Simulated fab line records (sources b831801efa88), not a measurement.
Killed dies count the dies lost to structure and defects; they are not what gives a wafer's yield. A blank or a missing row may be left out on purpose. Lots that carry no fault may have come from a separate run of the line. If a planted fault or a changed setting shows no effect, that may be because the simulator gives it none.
Which tool is to blame? | flow gf180mcu | 39 wafers from 13 lots sampled at 3 of the route's 602 steps

## WHAT EACH GAUGE READ, for each wafer
GF_HV_LDD_CD_MEAS_07 targets a cd of 400 nm. Usual: cdNm 400.7 nm, standard deviation 2.4.
lot  | measured     | on       | cdNm (nm)         | flag
L685 | day 10 05:40 | cdSem-02 | 396.8 396.0 396.2 | 
L686 | day 10 11:35 | cdSem-01 | 397.5 398.7 399.9 | 
L687 | day 10 18:10 | cdSem-01 | 398.6 400.9 399.6 | 
L688 | day 11 05:14 | cdSem-02 | 401.6 401.7 401.1 | 
L690 | day 11 20:32 | cdSem-02 | 399.7 399.5 401.7 | 
L691 | day 12 07:23 | cdSem-02 | 400.2 400.9 399.9 | 
L692 | day 12 13:01 | cdSem-02 | 400.8 401.9 403.2 | 
L693 | day 12 18:45 | cdSem-01 | 402.7 400.3 400.6 | 
L698 | day 14 08:32 | cdSem-02 | 402.3 402.3 402.0 | 
L703 | day 15 21:14 | cdSem-02 | 402.8 405.9 402.2 | 
L704 | day 16 05:38 | cdSem-01 | 402.3 400.2 401.3 | 
L706 | day 16 16:07 | cdSem-01 | 399.3 400.4 398.7 | 
L707 | day 17 01:15 | cdSem-01 | 397.1 397.6 398.6 | 

## EACH LOT AND THE TOOL THAT RAN IT (in order: tool; ch and the chambers of the sampled wafers; start)
lot  | GF_DNWELL_STRIP_08                 | GF_VT_IMPLANT_WET_ETCH_50
L685 | plasmaAsher-01 ch 0,1, day 3 00:11 | wetBench-01 ch 2, day 7 20:17
L686 | plasmaAsher-01 ch 0,1, day 3 04:28 | wetBench-03 ch 3, day 8 02:06
L687 | plasmaAsher-04 ch 0,1, day 3 10:38 | wetBench-01 ch 2, day 8 08:38
L688 | plasmaAsher-01 ch 0,1, day 3 16:46 | wetBench-01 ch 2, day 8 16:27
L690 | plasmaAsher-02 ch 0,1, day 4 01:14 | wetBench-01 ch 2, day 9 05:18
L691 | plasmaAsher-02 ch 0, day 4 07:53   | wetBench-03 ch 2, day 9 13:56
L692 | plasmaAsher-04 ch 0,1, day 4 13:50 | wetBench-03 ch 0, day 9 18:53
L693 | plasmaAsher-02 ch 0,1, day 4 18:29 | wetBench-01 ch 3, day 10 02:09
L698 | plasmaAsher-02 ch 0,1, day 5 21:56 | wetBench-01 ch 3, day 11 12:05
L703 | plasmaAsher-02 ch 0,1, day 6 23:57 | wetBench-03 ch 0, day 12 23:06
L704 | plasmaAsher-01 ch 0,1, day 7 04:34 | wetBench-04 ch 2, day 13 07:14
L706 | plasmaAsher-01 ch 1, day 7 14:10   | wetBench-04 ch 0, day 13 17:17
L707 | plasmaAsher-02 ch 0,1, day 7 20:44 | wetBench-03 ch 3, day 14 01:39
- GF_DNWELL_STRIP_08: strips in O2/N2.
- GF_VT_IMPLANT_WET_ETCH_50: etches SiO2 in dHF, target depth 20 nm, time 400 s.

## WHAT THE TOOLS THEMSELVES READ (means of the sampled wafers that have a number; where no wafer has one, the mark that the record gives instead)
GF_DNWELL_STRIP_08. Usual: drypumpMotorCurrentA 5.55 A, standard deviation 0.27; heaterPowerW 317 W, standard deviation 18; o2FlowSccm 3001 sccm, standard deviation 9.3; oesProductAu 0.723 a.u., standard deviation 0.0045; stripTimeToEndpointS 37.04 s, standard deviation 0.091.
lot  | tool           | drypumpMotorCurrentA (A) | heaterPowerW (W) | o2FlowSccm (sccm) | oesProductAu (a.u.) | stripTimeToEndpointS (s) | flag
L685 | plasmaAsher-01 | 5.87                     | 314              | 3011              | 0.723               | 37.00                    | 
L686 | plasmaAsher-01 | 5.73                     | 307              | 3002              | 0.721               | 37.14                    | 
L687 | plasmaAsher-04 | 5.26                     | 319              | 3002              | 0.723               | 37.01                    | 
L688 | plasmaAsher-01 | 5.88                     | 314              | 3004              | 0.723               | 36.88                    | 
L690 | plasmaAsher-02 | 5.52                     | 312              | 3003              | 0.719               | 36.94                    | 
L691 | plasmaAsher-02 | 5.62                     | 291              | 2985              | 0.723               | 37.06                    | 
L692 | plasmaAsher-04 | 5.28                     | 313              | 2997              | 0.725               | 36.98                    | 
L693 | plasmaAsher-02 | 5.50                     | 305              | 3011              | 0.720               | 36.96                    | 
L698 | plasmaAsher-02 | 5.40                     | 332              | 2993              | 0.720               | 37.05                    | 
L703 | plasmaAsher-02 | 5.50                     | 326              | 3000              | 0.725               | 36.98                    | 
L704 | plasmaAsher-01 | 5.87                     | 312              | 3001              | 0.723               | 37.10                    | 
L706 | plasmaAsher-01 | 5.60                     | 296              | 3008              | 0.721               | 37.08                    | 
L707 | plasmaAsher-02 | 5.51                     | 321              | 2993              | 0.724               | 36.89                    | 

GF_VT_IMPLANT_WET_ETCH_50. Usual: runLengthS 428 s, standard deviation 3.1; tempC 24.98 C, standard deviation 0.1.
lot  | tool        | runLengthS (s) | tempC (C) | flag
L685 | wetBench-01 | 433            | 24.95     | 
L686 | wetBench-03 | 426            | 24.93     | 
L687 | wetBench-01 | 432            | 25.03     | 
L688 | wetBench-01 | 432            | 24.90     | 
L690 | wetBench-01 | 425            | 25.04     | 
L691 | wetBench-03 | 427            | 24.80     | 
L692 | wetBench-03 | 426            | 24.93     | 
L693 | wetBench-01 | 427            | 25.02     | 
L698 | wetBench-01 | 156            | 24.90     | OFF
L703 | wetBench-03 | 433            | 25.00     | 
L704 | wetBench-04 | 425            | 25.09     | 
L706 | wetBench-04 | 427            | 25.15     | 
L707 | wetBench-03 | 427            | 24.95     | 

## THE ANSWER, worked out from the rows above alone
Rule: a lot is off if the mean of its wafers that have a number lies more than 3 standard deviations from the usual mean. A lot without any number at a reading at which 4 lots or more have one is off too. Where the step has rows for the other lots, those lots are counted as sound. Order of review: gauges by route order, followed by the tools' own readings, for which a lot's mean as printed above is used. At the first step where some lot is off, the reading lying furthest off is the one used; lots without a number count as furthest.
Off: L698 (GF_VT_IMPLANT_WET_ETCH_50, runLengthS).
A tool fits if, at that step or a process step before it, it ran every lot that is off, and no sound lot after the first of them. One fits: wetBench-01 at GF_VT_IMPLANT_WET_ETCH_50. Its last sound lot is L693 (day 10 02:09), its first lot that is off L698 (day 11 12:05): a fault that began between those two fits.
The tool's own readings at GF_VT_IMPLANT_WET_ETCH_50 bear it out: on the lots that are off they differ by more than 5 times the standard deviation of the sound lots' means. runLengthS reads 156 s there against 428 s on the sound lots.

## WHAT THE SIMULATOR HAD INSERTED
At GF_VT_IMPLANT_WET_ETCH_50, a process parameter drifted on wetBench-01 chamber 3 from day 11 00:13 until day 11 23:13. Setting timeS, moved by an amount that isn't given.
Lots struck among those shown: L698. The rule above found the same.
